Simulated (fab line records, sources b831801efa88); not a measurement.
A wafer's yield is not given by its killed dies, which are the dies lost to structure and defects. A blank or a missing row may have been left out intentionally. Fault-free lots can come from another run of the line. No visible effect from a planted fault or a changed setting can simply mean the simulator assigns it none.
A lot that was struck, set against a sound lot + flow gf180mcu + 25 out of 602 route steps
Sound: these wafers, L541.1, L541.4, L541.5. The struck wafers were L544.4, L544.5, L544.6. At the end, the cause is stated.
Order at every step that has rows: each side's tool, ch and its chambers, its first start. Under that, the readings that differ: sound wafers + struck wafers + difference of the means + sigmas: that difference in standard deviations of wafers without a fault.
alike: a reading whose means differ by less than 2 such deviations, as well as words and numbers matching on both sides. not compared: withheld readings; readings where some wafer has no value; bounds like >300 that might hide an equal value; numbers whose values overlap and for which the record gives no deviation.
A row with sigmas, a row that says differs or no value, or rows on one side alone: a step with any of these is where the two part. Numbers that have no deviation but don't overlap get no sigmas and don't part them. Lack of a reading on every wafer of one side parts them only where that side has two or more wafers.

first, 1 step without rows for these wafers: GF_VT_IMPLANT_IMPLANT_19.
GF_VT_IMPLANT_STRIP_20: strips in O2/N2.
  sound on plasmaAsher-02 ch 0,1, day 7 15:27; struck on plasmaAsher-02 ch 0,1, day 8 05:29
  alike: chamberPressureMTorr, drypumpMotorCurrentA, heaterPowerW, oesProductAu, stripTimeToEndpointS
  not compared: rfHoursCounterH
GF_VT_IMPLANT_TW_MEAS_21:
  sound on filmMetro-01, day 7 15:33; struck on filmMetro-01, day 8 05:35
  alike: VT_IMPLANT_2_TW
then, 7 steps without rows for these wafers: GF_VT_IMPLANT_DEHYDRATE_22 (time 60 s); GF_VT_IMPLANT_HMDS_23 (prime time 60 s); GF_VT_IMPLANT_COAT_24 (resist thk 1000 nm); GF_VT_IMPLANT_SOFTBAKE_25 (time 60 s); GF_VT_IMPLANT_EXPOSE_26 (exposes mask LVPWELL HV AREA, target cd 860 nm); GF_VT_IMPLANT_PEB_27; GF_VT_IMPLANT_DEVELOP_28 (develop time 60 s).
GF_VT_IMPLANT_OVL_MEAS_29:
  sound on overlay-01, day 8 07:10; struck on overlay-01, day 8 21:53
  alike: VT_IMPLANT_02_OVL
then, 1 step without rows for these wafers: GF_VT_IMPLANT_IMPLANT_30.
GF_VT_IMPLANT_STRIP_31: strips in O2/N2.
  sound on plasmaAsher-02 ch 0,1, day 8 07:21; struck on plasmaAsher-01 ch 0,1, day 8 22:05
| reading                                        | sound             | struck            | difference                    | sigmas |
|------------------------------------------------|-------------------|-------------------|-------------------------------|--------|
| oesProductAu (a.u.)                            | 0.717 0.719 0.717 | 0.935 0.954 0.945 | +0.227                        | +48    |
| stripTimeToEndpointS (s)                       | 12.60 12.64 12.62 | - - -             | no value on the struck wafers |        |
| model.NOVOLAK_of_VT_IMPLANT_COAT_24.thkNm (nm) | 0 0 0             | 185.2 185.8 185.1 | +185.4                        |        |
  alike: chamberPressureMTorr, drypumpMotorCurrentA, heaterPowerW
  not compared: rfHoursCounterH
GF_VT_IMPLANT_TW_MEAS_32:
  sound on filmMetro-04, day 8 07:27; struck on filmMetro-01, day 8 22:11
| reading         | sound             | struck            | difference | sigmas |
|-----------------|-------------------|-------------------|------------|--------|
| VT_IMPLANT_3_TW | 268.7 268.5 269.5 | 273.4 271.9 274.2 | +4.3       | +3     |
then, 7 steps without rows for these wafers: GF_VT_IMPLANT_DEHYDRATE_33 (time 60 s); GF_VT_IMPLANT_HMDS_34 (prime time 60 s); GF_VT_IMPLANT_COAT_35 (resist thk 1000 nm); GF_VT_IMPLANT_SOFTBAKE_36 (time 60 s); GF_VT_IMPLANT_EXPOSE_37 (exposes mask Nwell HV AREA, target cd 860 nm); GF_VT_IMPLANT_PEB_38; GF_VT_IMPLANT_DEVELOP_39 (develop time 60 s).
GF_VT_IMPLANT_OVL_MEAS_40:
  sound on overlay-01, day 9 00:04; struck on overlay-01, day 9 15:39
  alike: VT_IMPLANT_03_OVL
then, 1 step without rows for these wafers: GF_VT_IMPLANT_IMPLANT_41.
GF_VT_IMPLANT_STRIP_42: strips in O2/N2.
  sound on plasmaAsher-04 ch 0,1, day 9 00:15; struck on plasmaAsher-04 ch 0,1, day 9 15:51
| reading                  | sound             | struck            | difference | sigmas |
|--------------------------|-------------------|-------------------|------------|--------|
| stripTimeToEndpointS (s) | 12.68 12.73 12.69 | 15.42 15.47 15.41 | +2.73      | +78    |
  alike: chamberPressureMTorr, drypumpMotorCurrentA, heaterPowerW, oesProductAu
  not compared: rfHoursCounterH
GF_VT_IMPLANT_TW_MEAS_43:
  sound on filmMetro-04, day 9 00:21; struck on filmMetro-04, day 9 16:11
| reading         | sound       | struck   | difference | sigmas      |
|-----------------|-------------|----------|------------|-------------|
| VT_IMPLANT_4_TW | 699 695 693 | 32 31 32 | -664       | -99 or more |
  not compared: hold

WHERE THEY PART
Earliest at GF_VT_IMPLANT_STRIP_31; latest, in this record, at GF_VT_IMPLANT_TW_MEAS_43.

WHY: whatever the simulator had introduced
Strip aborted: plasmaAsher-01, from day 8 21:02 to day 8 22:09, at GF_VT_IMPLANT_STRIP_31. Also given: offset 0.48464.
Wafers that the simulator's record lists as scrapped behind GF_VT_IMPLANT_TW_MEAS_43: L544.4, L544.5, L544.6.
